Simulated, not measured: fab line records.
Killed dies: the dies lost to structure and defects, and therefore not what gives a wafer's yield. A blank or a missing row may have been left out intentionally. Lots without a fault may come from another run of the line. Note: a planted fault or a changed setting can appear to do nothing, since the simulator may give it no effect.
A lot that was struck, set against a sound lot / flow sky130 / 26 out of 708 route steps
Sound: the wafers L887.1, L887.2, L887.4. Wafers struck: L876.3, L876.4, L876.6. The cause is given at the end.
At each step with rows: each side's tool, then ch and its chambers, then its first start. Under that, the readings that differ: sound wafers / struck wafers / difference of the means / sigmas: that difference in standard deviations of wafers without a fault.
alike: readings whose means differ by less than 2 such deviations, and words and numbers that are the same on both sides. not compared: withheld readings, readings that some wafer has no value for, bounds like >300 that may hide the same value, and numbers for which the record gives no deviation and whose values overlap.
A row with sigmas, a row that says differs or no value, or rows on one side alone: a step with any of these is where the two part. Numbers that don't overlap but have no deviation are shown without sigmas and don't part them. A reading missing from all wafers of one side parts the sides only when that side holds two or more wafers.

SKY_PWDE_TW_MEAS_10:
  sound on film-metro-02 at day 7 13:37; struck on film-metro-04 at day 5 01:08
  alike: PWDE_TW
then, 7 steps without rows for these wafers: SKY_NWELL_DEHYDRATE_03 (time 60 s); SKY_NWELL_HMDS_04 (prime time 60 s); SKY_NWELL_COAT_05 (resist thk 3000 nm); SKY_NWELL_SOFTBAKE_06; SKY_NWELL_EXPOSE_07 (exposes mask NWM, target cd 840 nm); SKY_NWELL_PEB_08; SKY_NWELL_DEVELOP_09 (develop time 60 s).
SKY_NWELL_OVL_MEAS_10:
  sound on overlay-01 at day 8 10:11; struck on overlay-02 at day 5 18:00
  alike: NWELL_00_OVL
then, 3 steps without rows for these wafers: SKY_NWELL_IMPLANT_11; SKY_NWELL_IMPLANT_12; SKY_NWELL_IMPLANT_13.
SKY_NWELL_STRIP_14: strips in O2/N2.
  sound on plasma-asher-02 ch 0,1, day 8 10:40; struck on plasma-asher-01 ch 0,1, day 5 18:31
  no value came back on the struck wafers for chamber-pressure-mTorr (mTorr), drypump-motor-current-A (A), oes-product-au (a.u.), strip-time-to-endpoint-s (s); on the sound wafers chamber-pressure-mTorr (mTorr) reads 1501.5 1500.9 1501.6
reading=model.coat_of_NWELL_COAT_05.thk-nm (nm); sound=0 0 0; struck=2986 3005 3006; difference=+2999; sigmas=
  not compared: rf-hours-counter-h
SKY_NWELL_TW_MEAS_15:
  sound on film-metro-04 at day 8 10:46; struck on film-metro-02 at day 5 18:35
  alike: NWELL_TW
then, 7 steps without rows for these wafers: SKY_NWELL_DEHYDRATE_16 (time 60 s); SKY_NWELL_HMDS_17 (prime time 60 s); SKY_NWELL_COAT_18 (resist thk 3000 nm); SKY_NWELL_SOFTBAKE_19; SKY_NWELL_EXPOSE_20 (exposes mask NWM COMPLEMENT, target cd 840 nm); SKY_NWELL_PEB_21; SKY_NWELL_DEVELOP_22 (develop time 60 s).
SKY_NWELL_OVL_MEAS_23:
  sound on overlay-02 at day 9 06:37; struck on overlay-02 at day 6 12:56
reading=NWELL_01_OVL (nm); sound=1.5 1.0 0.0; struck=3.8 4.0 4.5; difference=+3.3; sigmas=+3
after that, 1 step had no rows for these wafers: SKY_NWELL_IMPLANT_24.
SKY_NWELL_STRIP_25: strips in O2/N2.
  sound on plasma-asher-01 ch 0,1, day 9 06:48; struck on plasma-asher-01 ch 0,1, day 6 13:09
reading=oes-product-au (a.u.); sound=0.722 0.719 0.724; struck=0.737 0.738 0.737; difference=+0.016; sigmas=+3
reading=strip-time-to-endpoint-s (s); sound=36.97 36.98 36.98; struck=80.90 81.33 81.25; difference=+44.18; sigmas=+99 or more
  alike: chamber-pressure-mTorr, drypump-motor-current-A
  not compared: rf-hours-counter-h
SKY_NWELL_TW_MEAS_26:
  sound on film-metro-02 at day 9 06:54; struck on film-metro-03 at day 6 13:14
reading=NWELL_2_TW; sound=490 489 491; struck=30 29 29; difference=-461; sigmas=-99 or more
then, 1 step without rows for these wafers: SKY_NWELL_CLEAN_27 (cleans in SC1/SC2, time 153.6 s).

WHERE THEY PART
Last at SKY_NWELL_TW_MEAS_26 as far as this record goes, first at SKY_NWELL_STRIP_14.

WHY: what the simulator had put in
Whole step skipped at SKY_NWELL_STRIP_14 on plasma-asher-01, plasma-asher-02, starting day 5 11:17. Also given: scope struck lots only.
